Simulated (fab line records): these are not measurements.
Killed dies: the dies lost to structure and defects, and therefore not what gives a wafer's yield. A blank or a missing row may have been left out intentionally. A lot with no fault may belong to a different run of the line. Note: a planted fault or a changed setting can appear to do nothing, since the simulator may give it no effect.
fab line records	flow sfq_line
record: lots: 6	wafers: 18	last_day: 97
route steps=325 shown I0@47 M1@58 I1@73 M2@88 M8@325
lots untouched by any fault: they come from a run of this same line in which no faults occurred
start_h: the number of hours between the record's first day and the start of the first shown wafer of the lot	wait_h: how many hours have passed since the lot's step before this one	" repeats the value in the row above	L1.1+2: a single row standing in for several wafers	- no value, or no start was given	* or withheld: withheld	< > ~ a bound
route shown NAME@n: NAME is a module with steps in the file, n the number in the route of the first one	usual: the fault-free wafers' mean and standard deviation	same: alike in all rows	chamber/n: place in a boat	sites: each site's reading	_std_site: standard deviation of those values	_edge_site: outer sites' mean less inner sites'	radius_mm: for every site, how far away it sits from the centre of the wafer	mask NAME#n: copy n	behind: tool/chamber where the wafer was last shaped	hold: reason for holding the lot/hours on hold/outcome of the hold	device: names the non-switching transistor (n, p or np)	end of line: the tests these same wafers got at the end of their route	a step without rows: its recipe alone	killed: the dies lost at the first sort to structure and to defects; this is not the yield of the wafer	map: dies across one wafer; x = killed, . = not, _ = none there
set.NAME: the run value of the setting; set.NAME@STEP: its run value at that earlier step	model.NAME: the simulator's own value behind a step, which no gauge read
lots at selected steps of the route; one table per step, one row per wafer
services: a tool's chamber out of use, with start hour (start_h, from the record's first day; less than 0 if before it), hours out, and reason
== steps ==
step: SFQ_TRILAYER_I0_VIA_LITHO_COAT_036
recipe: resist: BARC	spin_rpm: 3000	resist_thk_nm: 62
step: SFQ_TRILAYER_I0_VIA_LITHO_COAT_031
recipe: resist: KrF	spin_rpm: 2980	resist_thk_nm: 650
step: SFQ_TRILAYER_I0_VIA_LITHO_SOFTBAKE_035
recipe: temp_c: withheld	time_s: withheld	resist: KrF
step: SFQ_TRILAYER_I0_VIA_LITHO_EXPOSE_032
recipe: mask_id: I0	na: 0.6	source_shape: conventional	sigma_outer: 0.65	target_cd_nm: 500	dose_mj: 21.3
step: SFQ_TRILAYER_I0_VIA_LITHO_PEB_034
recipe: peb_temp_c: 115	peb_time_s: 60	resist: KrF
step: SFQ_TRILAYER_I0_VIA_LITHO_DEVELOP_033
recipe: time_s: 60	resist: KrF
step: SFQ_I0_OVL_MEAS_908
usual: I0_OVL: 2/5.3
lot.wafer	tool	chamber	start_h	wait_h	I0_OVL[nm]
L343.3	overlay-02	-	464.88	0.1	4
L343.4	"	-	"	"	2
L343.6	"	-	"	"	3
L346.1	overlay-02	-	490.19	0.1	4
L346.2	"	-	"	"	6
L346.5	"	-	"	"	3
L348.2	overlay-02	-	509.40	0.1	6
L348.4	"	-	"	"	4
L348.5	"	-	"	"	1
L353.1	overlay-02	-	573.72	0.1	11
L353.2	"	-	"	"	-5
L353.6	"	-	"	"	1
L362.1	overlay-01	-	664.73	0.1	1
L362.2	"	-	"	"	1
L362.6	"	-	"	"	4
L363.1	overlay-01	-	671.93	0.1	1
L363.5	"	-	"	"	3
L363.6	"	-	"	"	-6
step: SFQ_TRILAYER_I0_VIA_BARC_OPEN_VIA_ETCH_046
recipe: mask_material: PR	chemistry: O2	target_depth_nm: 125	target: BARC	source_w: 516.2	bias_w: 80	pressure_mtorr: 30	time_s: 41.7
step: SFQ_TRILAYER_I0_VIA_ETCH_VIA_ETCH_034
recipe: target: SiO2	stop_on: Nb	mask_material: PR	taper_deg: 20	chemistry: CHF3	target_depth_nm: 260	source_w: 500	bias_w: 80	pressure_mtorr: 30	time_s: withheld
step: SFQ_TRILAYER_I0_VIA_STRIP_STRIP_035
recipe: gas: O2	power_w: 200	platen_temp_c: 40	overash_fraction: 0.65	chemistry: O2	pressure_mtorr: 50
usual: drypump_motor_current_A: 5.9/0.35	oes_product_au: 1.001/0.0076	platen_temp_c: 39.99/0.12
lot.wafer	tool	chamber	start_h	wait_h	drypump_motor_current_A	oes_product_au	platen_temp_c	rf_hours_counter_h
L343.3	rie_metal-04	1	465.26	-	6.2	0.988	39.83	-
L343.4	"	0	"	"	5.5	1.007	40.05	-
L343.6	"	0	"	"	5.5	0.997	40.07	-
L346.1	rie_metal-01	1	490.38	-	5.3	0.992	39.92	35
L346.2	"	0	"	"	5.9	1.003	40.19	61
L346.5	"	1	"	"	5.3	0.993	39.80	-
L348.2	rie_metal-04	1	509.58	-	6.2	1.008	40.26	14
L348.4	"	1	"	"	6.2	1.015	39.97	-
L348.5	"	1	"	"	6.2	1.000	40.03	-
L353.1	rie_metal-04	1	573.91	-	6.2	1.006	40.01	20
L353.2	"	0	"	"	5.6	1.010	40.00	102
L353.6	"	0	"	"	5.5	1.018	40.17	-
L362.1	rie_metal-02	1	664.92	-	6.3	1.012	39.93	67
L362.2	"	0	"	"	6.0	1.009	39.98	85
L362.6	"	0	"	"	6.0	1.004	39.87	-
L363.1	rie_metal-01	0	672.12	-	5.9	1.003	39.96	83
L363.5	"	0	"	"	5.9	0.995	39.96	-
L363.6	"	1	"	"	5.4	0.997	39.81	-
step: SFQ_TRILAYER_I0_VIA_STRIP_SOLV_CLEAN_036
recipe: chemistry: NMP	temp_c: 70	time_s: 600
step: SFQ_TRILAYER_M1_DEP_PRE_CLEAN_038
recipe: gas: Ar	time_s: 22.5	bias_v: 250
step: SFQ_TRILAYER_M1_DEP_SPUTTER_037
recipe: material: Nb	base_pressure_pa: 1.33e-06	chamber_pressure_pa: 0.1333	substrate_temp_c: 20	resputter_cathode_voltage_v: 400	target_thk_nm: 200	power_w: 2000	time_s: 133.3
usual: throttle_valve_pct: 29.8/0.99
lot.wafer	tool	chamber	start_h	wait_h	throttle_valve_pct	model.Nb_of_TRILAYER_M1_DEP_SPUTTER_037.thk_nm
L343.3	pvd_sputter-03	-	465.86	0.0	29.7	202.3
L343.4	"	-	"	"	29.8	202.8
L343.6	"	-	"	"	28.5	202.7
L346.1	pvd_sputter-04	-	491.19	0.0	30.5	200.4
L346.2	"	-	"	"	29.7	202
L346.5	"	-	"	"	30.6	200.5
L348.2	pvd_sputter-04	-	510.39	0.0	29.0	198
L348.4	"	-	"	"	30.5	198.9
L348.5	"	-	"	"	29.5	199.2
L353.1	pvd_sputter-05	-	574.71	0.0	29.5	199.2
L353.2	"	-	"	"	30.4	200.5
L353.6	"	-	"	"	30.8	201.4
L362.1	pvd_sputter-05	-	665.72	0.0	31.3	203.3
L362.2	"	-	"	"	29.6	189.8
L362.6	"	-	"	"	30.7	204.3
L363.1	pvd_sputter-05	-	672.92	0.0	29.2	193.5
L363.5	"	-	"	"	30.6	207.1
L363.6	"	-	"	"	31.0	204.2
step: SFQ_M1_RS_MEAS_909
recipe: thk_meas_gauge: four-point-probe	reads: Nb_of_TRILAYER_M1_DEP_SPUTTER_037
usual: M1_NB_RS: 0.885/0.011
lot.wafer	tool	chamber	start_h	wait_h	M1_NB_RS[ohm/sq]
L343.3	film_metro-01	-	465.99	0.1	0.880
L343.4	"	-	"	"	0.880
L343.6	"	-	"	"	0.878
L346.1	film_metro-01	-	491.38	0.1	0.891
L346.2	"	-	"	"	0.883
L346.5	"	-	"	"	0.888
L348.2	film_metro-01	-	510.50	0.1	0.900
L348.4	"	-	"	"	0.895
L348.5	"	-	"	"	0.894
L353.1	film_metro-01	-	574.80	0.0	0.894
L353.2	"	-	"	"	0.890
L353.6	"	-	"	"	0.885
L362.1	film_metro-02	-	665.81	0.0	0.874
L362.2	"	-	"	"	0.938
L362.6	"	-	"	"	0.871
L363.1	film_metro-02	-	673.01	0.0	0.921
L363.5	"	-	"	"	0.860
L363.6	"	-	"	"	0.870
step: SFQ_TRILAYER_M1_LITHO_COAT_044
recipe: resist: BARC	spin_rpm: 3000	resist_thk_nm: 62
step: SFQ_TRILAYER_M1_LITHO_COAT_039
recipe: resist: KrF	spin_rpm: 3000	resist_thk_nm: 600
step: SFQ_TRILAYER_M1_LITHO_SOFTBAKE_043
recipe: temp_c: withheld	time_s: withheld	resist: KrF
step: SFQ_TRILAYER_M1_LITHO_EXPOSE_040
recipe: mask_id: M1	na: 0.6	source_shape: conventional	sigma_outer: 0.65	target_cd_nm: 500	dose_mj: 14.4
step: SFQ_TRILAYER_M1_LITHO_PEB_042
recipe: peb_temp_c: 115	peb_time_s: 60	resist: KrF
step: SFQ_TRILAYER_M1_LITHO_DEVELOP_041
recipe: time_s: 60	resist: KrF
step: SFQ_M1_OVL_MEAS_911
usual: M1_OVL: 3/6.6
lot.wafer	tool	chamber	start_h	wait_h	M1_OVL[nm]
L343.3	overlay-02	-	620.22	0.1	-2
L343.4	"	-	"	"	-6
L343.6	"	-	"	"	0
L346.1	overlay-01	-	655.13	0.1	1
L346.2	"	-	"	"	-11
L346.5	"	-	"	"	2
L348.2	overlay-01	-	679.14	0.1	-3
L348.4	"	-	"	"	7
L348.5	"	-	"	"	-13
L353.1	overlay-01	-	736.14	0.1	3
L353.2	"	-	"	"	6
L353.6	"	-	"	"	4
L362.1	overlay-01	-	821.47	0.1	-11
L362.2	"	-	"	"	-6
L362.6	"	-	"	"	-3
L363.1	overlay-01	-	831.07	0.1	-8
L363.5	"	-	"	"	-11
L363.6	"	-	"	"	3
step: SFQ_TRILAYER_M1_BARC_OPEN_METAL_ETCH_054
recipe: mask_material: PR	chemistry: O2	target_depth_nm: 125	target: BARC	icp_w: 600	bias_w: 80	pressure_mtorr: 10	time_s: 41.7
usual: drypump_motor_current_A: 5.6/0.46	oes_product_au: 0.685/0.0046
lot.wafer	tool	chamber	start_h	wait_h	drypump_motor_current_A	oes_product_au	rf_hours_counter_h
L343.3	rie_metal-01	0	620.26	0.0	5.9	0.689	-
L343.4	"	1	"	"	5.3	0.685	-
L343.6	"	1	"	"	5.3	0.683	-
L346.1	rie_metal-04	1	655.17	0.0	6.2	0.678	31
L346.2	"	0	"	"	5.6	0.691	113
L346.5	"	1	"	"	6.2	0.685	-
L348.2	rie_metal-04	1	679.17	0.0	6.2	0.684	34
L348.4	"	0	"	"	5.6	0.687	-
L348.5	"	1	"	"	6.2	0.693	-
L353.1	rie_metal-03	1	736.17	0.0	4.8	0.674	70
L353.2	"	0	"	"	5.5	0.689	11
L353.6	"	0	"	"	5.6	0.694	-
L362.1	rie_metal-03	1	821.51	0.0	4.9	0.685	82
L362.2	"	0	"	"	5.5	0.682	22
L362.6	"	1	"	"	4.9	0.692	-
L363.1	rie_metal-04	1	831.11	0.0	6.2	0.683	55
L363.5	"	1	"	"	6.2	0.683	-
L363.6	"	1	"	"	6.2	0.681	-
step: SFQ_TRILAYER_M1_ETCH_METAL_ETCH_042
recipe: target: Nb	stop_on: SiO2	mask_material: PR	chemistry: Cl2/Ar	target_depth_nm: 240	icp_w: 609.6	bias_w: 80	pressure_mtorr: 10	time_s: 120
usual: drypump_motor_current_A: 5.6/0.47	oes_product_au: 0.898/0.0079
lot.wafer	tool	chamber	start_h	wait_h	drypump_motor_current_A	oes_product_au	rf_hours_counter_h
L343.3	rie_metal-01	0	620.34	0.1	5.9	0.897	-
L343.4	"	1	"	"	5.3	0.915	-
L343.6	"	1	"	"	5.4	0.898	-
L346.1	rie_metal-04	1	655.23	0.0	6.2	0.896	31
L346.2	"	0	"	"	5.6	0.897	113
L346.5	"	1	"	"	6.2	0.897	-
L348.2	rie_metal-04	1	679.23	0.0	6.2	0.883	34
L348.4	"	0	"	"	5.6	0.894	-
L348.5	"	1	"	"	6.2	0.890	-
L353.1	rie_metal-03	1	736.23	0.0	4.8	0.894	70
L353.2	"	0	"	"	5.5	0.895	11
L353.6	"	0	"	"	5.6	0.902	-
L362.1	rie_metal-03	1	821.57	0.0	4.8	0.903	82
L362.2	"	0	"	"	5.6	0.873	22
L362.6	"	1	"	"	4.8	0.910	-
L363.1	rie_metal-04	1	831.23	0.1	6.2	0.882	55
L363.5	"	1	"	"	6.2	0.917	-
L363.6	"	1	"	"	6.2	0.909	-
step: SFQ_TRILAYER_M1_STRIP_STRIP_043
recipe: gas: O2	power_w: 200	platen_temp_c: 40	overash_fraction: 0.65	chemistry: O2	pressure_mtorr: 50
step: SFQ_TRILAYER_M1_STRIP_SOLV_CLEAN_044
recipe: chemistry: NMP	temp_c: 70	time_s: 600
step: SFQ_TRILAYER_I1_DEP_PECVD_045
recipe: material: SiO2	temp_c: 150	time_s: 111.11	pressure_torr: 2.4	rf_w: 183.3	precursor: SiH4/N2O	target_thk_nm: 500
step: SFQ_TRILAYER_I1_CMP_CMP_046
recipe: material: SiO2	down_force_psi: 3	platen_rpm: 60	pad_velocity_m_s: 0.94248
usual: motor_current_A: 10.5/1	platen_rpm: 60.00/0.041	slurry_filter_dp_kPa: 13.52/0.14	slurry_flow_ml_min: 150.0/0.46	time_to_endpoint_s: 219/7.3
lot.wafer	tool	chamber	start_h	wait_h	motor_current_A	platen_rpm	slurry_filter_dp_kPa	slurry_flow_ml_min	time_to_endpoint_s
L343.3	cmp-01	3	625.24	4.0	9.9	60.07	13.62	150.1	214
L343.4	"	0	"	"	9.6	59.91	13.74	149.7	227
L343.6	"	1	"	"	10.6	59.98	13.43	150.4	240
L346.1	cmp-01	3	660.59	4.4	10.0	60.06	13.50	150.5	219
L346.2	"	1	661.59	5.4	10.3	60.01	13.69	150.4	221
L346.5	"	3	662.59	6.4	9.8	59.99	13.39	150.2	228
L348.2	cmp-02	1	681.30	1.1	10.5	59.92	13.59	150.8	218
L348.4	"	2	"	"	10.1	60.05	13.64	149.3	216
L348.5	"	1	683.30	3.1	10.3	60.03	13.43	150.2	208
L353.2	cmp-01	1	737.71	0.5	11.0	60.02	13.30	150.3	218
L353.1	"	2	"	"	12.8	59.95	13.43	149.9	208
L353.6	"	1	739.71	2.5	10.2	59.96	13.65	150.8	219
L362.1	cmp-01	0	823.09	0.6	9.7	60.02	13.57	150.4	219
L362.2	"	1	"	"	10.4	60.03	13.62	149.2	217
L362.6	"	0	825.24	2.7	9.9	60.02	13.56	150.2	223
L363.1	cmp-02	0	834.45	1.6	8.9	59.94	13.45	150.1	204
L363.5	"	2	835.45	2.5	10.3	60.07	13.45	150.5	218
L363.6	"	3	"	"	12.1	59.99	13.57	150.3	212
step: SFQ_I1_BOW_MEAS_912
recipe: mode: bow
usual: I1_BOW: 3/8.3
lot.wafer	tool	chamber	start_h	wait_h	I1_BOW[um]
L343.3	film_metro-01	-	627.28	1.5	9
L343.4	"	-	"	"	20
L343.6	"	-	"	"	25
L346.1	film_metro-01	-	663.09	2.0	3
L346.2	"	-	"	"	3
L346.5	"	-	"	"	-1
L348.2	film_metro-01	-	683.82	2.0	8
L348.4	"	-	"	"	-18
L348.5	"	-	"	"	-2
L353.1	film_metro-04	-	740.21	1.5	1
L353.2	"	-	"	"	12
L353.6	"	-	"	"	0
L362.1	film_metro-04	-	825.78	2.2	19
L362.2	"	-	"	"	7
L362.6	"	-	"	"	1
L363.1	film_metro-01	-	836.45	1.5	-5
L363.5	"	-	"	"	-8
L363.6	"	-	"	"	-5
step: SFQ_TRILAYER_I1_METRO_MEASURE_047
step: SFQ_TRILAYER_I1_VIA_LITHO_COAT_054
recipe: resist: BARC	spin_rpm: 3000	resist_thk_nm: 62
step: SFQ_TRILAYER_I1_VIA_LITHO_COAT_049
recipe: resist: KrF	spin_rpm: 3000	resist_thk_nm: 650
step: SFQ_TRILAYER_I1_VIA_LITHO_SOFTBAKE_053
recipe: temp_c: withheld	time_s: withheld	resist: KrF
step: SFQ_TRILAYER_I1_VIA_LITHO_EXPOSE_050
recipe: mask_id: I1	na: 0.6	source_shape: conventional	sigma_outer: 0.65	target_cd_nm: 500	dose_mj: 21.3
step: SFQ_TRILAYER_I1_VIA_LITHO_PEB_052
recipe: peb_temp_c: 115	peb_time_s: 60	resist: KrF
step: SFQ_TRILAYER_I1_VIA_LITHO_DEVELOP_051
recipe: time_s: 60	resist: KrF
step: SFQ_I1_OVL_MEAS_913
usual: I1_OVL: -1/4.8
lot.wafer	tool	chamber	start_h	wait_h	I1_OVL[nm]
L343.3	overlay-01	-	781.52	0.1	3
L343.4	"	-	"	"	10
L343.6	"	-	"	"	13
L346.1	overlay-01	-	819.07	0.1	-4
L346.2	"	-	"	"	1
L346.5	"	-	"	"	-1
L348.2	overlay-01	-	844.22	0.1	-7
L348.4	"	-	"	"	-6
L348.5	"	-	"	"	-8
L353.1	overlay-02	-	898.34	0.1	-6
L353.2	"	-	"	"	-12
L353.6	"	-	"	"	-9
L362.1	overlay-02	-	975.58	0.1	-3
L362.2	"	-	"	"	-6
L362.6	"	-	"	"	5
L363.1	overlay-01	-	987.84	0.1	7
L363.5	"	-	"	"	-2
L363.6	"	-	"	"	0
step: SFQ_TRILAYER_I1_VIA_BARC_OPEN_VIA_ETCH_071
recipe: mask_material: PR	chemistry: O2	target_depth_nm: 125	target: BARC	source_w: 500	bias_w: 80	pressure_mtorr: 30	time_s: 41.7
usual: drypump_motor_current_A: 5.9/0.51	oes_product_au: 0.685/0.0044
lot.wafer	tool	chamber	start_h	wait_h	drypump_motor_current_A	oes_product_au	rf_hours_counter_h
L343.3	rie_diel-02	1	781.54	0.0	6.6	0.686	0
L343.4	"	3	"	"	5.3	0.685	11
L343.6	"	3	"	"	5.3	0.680	-
L346.1	rie_diel-01	0	819.11	0.0	6.3	0.683	14
L346.2	"	3	"	"	5.8	0.681	5
L346.5	"	1	"	"	6.3	0.678	-
L348.2	rie_diel-03	2	844.25	0.0	6.4	0.690	8
L348.4	"	2	"	"	6.4	0.680	-
L348.5	"	3	"	"	4.8	0.688	-
L353.1	rie_diel-03	1	898.38	0.0	6.3	0.689	15
L353.2	"	3	"	"	4.8	0.685	6
L353.6	"	1	"	"	6.3	0.687	-
L362.1	rie_diel-01	0	975.61	0.0	6.3	0.687	16
L362.2	"	3	"	"	5.8	0.678	8
L362.6	"	3	"	"	5.8	0.681	-
L363.1	rie_diel-02	2	987.88	0.0	5.8	0.690	4
L363.5	"	0	"	"	6.0	0.675	-
L363.6	"	1	"	"	6.7	0.683	-
step: SFQ_TRILAYER_I1_VIA_ETCH_VIA_ETCH_052
recipe: target: SiO2	stop_on: Nb	mask_material: PR	taper_deg: 20	chemistry: CHF3	target_depth_nm: 260	source_w: 500	bias_w: 81.53	pressure_mtorr: 30	time_s: withheld
usual: drypump_motor_current_A: 5.9/0.51	oes_product_au: 0.855/0.0049
lot.wafer	tool	chamber	start_h	wait_h	drypump_motor_current_A	oes_product_au	model.Nb_of_TRILAYER_M1_DEP_SPUTTER_037.thk_nm
L343.3	rie_diel-02	1	781.58	0.0	6.6	0.853	202.1
L343.4	"	3	"	"	5.3	0.859	202.7
L343.6	"	3	"	"	5.3	0.849	202.5
L346.1	rie_diel-01	0	819.15	0.0	6.3	0.852	200.2
L346.2	"	3	"	"	5.8	0.852	201.8
L346.5	"	1	"	"	6.3	0.857	200.4
L348.2	rie_diel-03	2	844.29	0.0	6.4	0.856	197.8
L348.4	"	2	"	"	6.4	0.856	198.7
L348.5	"	3	"	"	4.8	0.853	199.1
L353.1	rie_diel-03	1	898.42	0.0	6.4	0.849	199
L353.2	"	3	"	"	4.8	0.860	200.3
L353.6	"	1	"	"	6.4	0.855	201.3
L362.1	rie_diel-01	0	975.65	0.0	6.3	0.849	203.2
L362.2	"	3	"	"	5.8	0.847	189.7
L362.6	"	3	"	"	5.8	0.851	204.2
L363.1	rie_diel-02	2	987.92	0.0	5.7	0.863	193.3
L363.5	"	0	"	"	6.0	0.848	207
L363.6	"	1	"	"	6.7	0.850	204
step: SFQ_TRILAYER_I1_VIA_STRIP_STRIP_053
recipe: gas: O2	power_w: 200	platen_temp_c: 40	overash_fraction: 0.65	chemistry: O2	pressure_mtorr: 50
usual: drypump_motor_current_A: 5.7/0.49	oes_product_au: 1.000/0.008	platen_temp_c: 40.00/0.1
lot.wafer	tool	chamber	start_h	wait_h	drypump_motor_current_A	oes_product_au	platen_temp_c	rf_hours_counter_h
L343.3	rie_metal-02	1	781.90	-	6.3	1.002	40.07	-
L343.4	"	0	"	"	6.1	1.011	40.16	-
L343.6	"	0	"	"	6.0	1.009	40.02	-
L346.1	rie_metal-02	0	819.26	-	6.0	1.008	40.08	104
L346.2	"	1	"	"	6.3	1.018	40.01	85
L346.5	"	0	"	"	6.0	1.006	40.06	-
L348.2	rie_metal-02	0	844.41	-	6.0	1.002	40.23	109
L348.4	"	0	"	"	6.0	1.005	40.13	-
L348.5	"	0	"	"	6.0	0.998	40.10	-
L353.1	rie_metal-01	1	898.53	-	5.4	1.010	39.93	85
L353.2	"	0	"	"	5.8	1.009	39.96	111
L353.6	"	0	"	"	5.9	1.005	40.01	-
L362.1	rie_metal-02	0	975.77	-	6.0	0.995	39.77	125
L362.2	"	1	"	"	6.3	1.008	40.05	106
L362.6	"	0	"	"	6.0	1.005	39.67	-
L363.1	rie_metal-01	0	988.03	-	5.9	0.995	39.96	123
L363.5	"	1	"	"	5.3	0.985	40.04	-
L363.6	"	0	"	"	5.9	0.978	39.90	-
step: SFQ_TRILAYER_I1_VIA_STRIP_SOLV_CLEAN_054
recipe: chemistry: NMP	temp_c: 70	time_s: 600
step: SFQ_TRILAYER_M2_DEP_PRE_CLEAN_056
recipe: gas: Ar	time_s: 22.5	bias_v: 250
step: SFQ_M8_BOW_MEAS_951
recipe: mode: bow
usual: M8_BOW: 9/12
lot.wafer	tool	chamber	start_h	wait_h	M8_BOW[um]	model.etest.m1.ohm_um	model.etest.i0.link_ohm	model.etest.i1.link_ohm	model.etest.m1.ohm_sq
L343.3	film_metro-02	-	2071.44	0.0	12	1.771	1.951	1.967	0.8811
L343.4	"	-	"	"	24	1.756	1.948	1.96	0.8788
L343.6	"	-	"	"	28	1.766	1.946	1.966	0.8792
L346.1	film_metro-03	-	2169.35	0.0	4	1.788	1.973	1.96	0.8894
L346.2	"	-	"	"	6	1.774	1.959	1.951	0.8823
L346.5	"	-	"	"	1	1.786	1.97	1.96	0.8887
L348.2	film_metro-03	-	2185.38	0.0	14	1.796	1.991	1.974	0.9003
L348.4	"	-	"	"	-11	1.79	1.988	1.962	0.8962
L348.5	"	-	"	"	3	1.787	1.986	1.97	0.8946
L353.1	film_metro-04	-	2211.85	0.0	19	1.789	1.993	1.986	0.8948
L353.2	"	-	"	"	29	1.776	1.982	1.977	0.889
L353.6	"	-	"	"	18	1.767	1.976	1.978	0.8848
L362.1	film_metro-04	-	2303.52	0.0	29	1.745	1.941	1.945	0.8765
L362.2	"	-	"	"	17	1.856	2.018	2.004	0.9388
L362.6	"	-	"	"	12	1.736	1.937	1.933	0.8723
L363.1	film_metro-02	-	2325.56	0.0	-10	1.845	2.01	2.008	0.9212
L363.5	"	-	"	"	-13	1.726	1.94	1.96	0.8604
L363.6	"	-	"	"	-9	1.741	1.946	1.968	0.873
== services ==
tool	chamber	start_h	hours	kind
rie_diel-03	2	451.05	2.4	repair
rie_diel-02	2	454.31	7.8	repair
rie_diel-02	-	466.28	1.2	repair
rie_diel-02	-	510.51	0.4	repair
rie_metal-04	-	519.83	0.7	repair
rie_diel-03	-	520.44	2.3	repair
rie_diel-01	-	530.74	0.5	repair
rie_metal-04	-	538.65	2.8	pm
rie_metal-02	0	540.85	14.8	repair
rie_diel-03	-	544.19	1.4	repair
rie_diel-03	-	548.98	0.6	repair
rie_metal-04	1	558.52	7.9	repair
cmp-01	-	564.65	4.2	repair
rie_metal-01	-	570.56	1.3	repair
cmp-01	-	575.99	4.0	pm
rie_metal-04	-	702.65	0.9	repair
rie_metal-04	-	731.14	1.0	repair
rie_metal-02	1	761.60	1.5	repair
rie_metal-04	1	789.71	1.1	repair
rie_metal-04	-	795.78	0.7	repair
rie_metal-01	1	865.74	1.3	repair
rie_metal-01	-	894.72	0.1	repair
rie_metal-01	-	906.33	2.8	pm
rie_metal-02	-	932.28	0.6	repair
== key ==
first_sign: step: SFQ_M1_RS_MEAS_909	reading: M1_NB_RS	direction: up	sigmas: 4	usual: 0.885	struck: 0.929
effect: step: SFQ_TRILAYER_M1_ETCH_METAL_ETCH_042	reading: oes_product_au	direction: down	sigmas: 2.6	usual: 0.898	struck: 0.877
model_effect: step: SFQ_TRILAYER_M1_DEP_SPUTTER_037	value: Nb_of_TRILAYER_M1_DEP_SPUTTER_037.thk_nm	without: 203.6	struck: 191.7
model_effect: step: SFQ_TRILAYER_I1_VIA_ETCH_VIA_ETCH_052	value: Nb_of_TRILAYER_M1_DEP_SPUTTER_037.thk_nm	without: 203.4	struck: 191.5
model_effect: step: SFQ_M8_BOW_MEAS_951	value: etest.m1.ohm_um	without: 1.742	struck: 1.851
met_at SFQ_TRILAYER_M1_DEP_SPUTTER_037
struck_wafers L362.2,L363.1
onset_between 574.71 665.72
fault: kind: process_parameter_drift	tool: pvd_sputter-05	chamber: -	onset_h: 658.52	steps: SFQ_TRILAYER_M1_DEP_SPUTTER_037	channel: target_thk_nm	offset: -11.944	shape: step	end_h: 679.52	acts_in: these_recipes_only	stated: 200	scope: struck_wafers_only
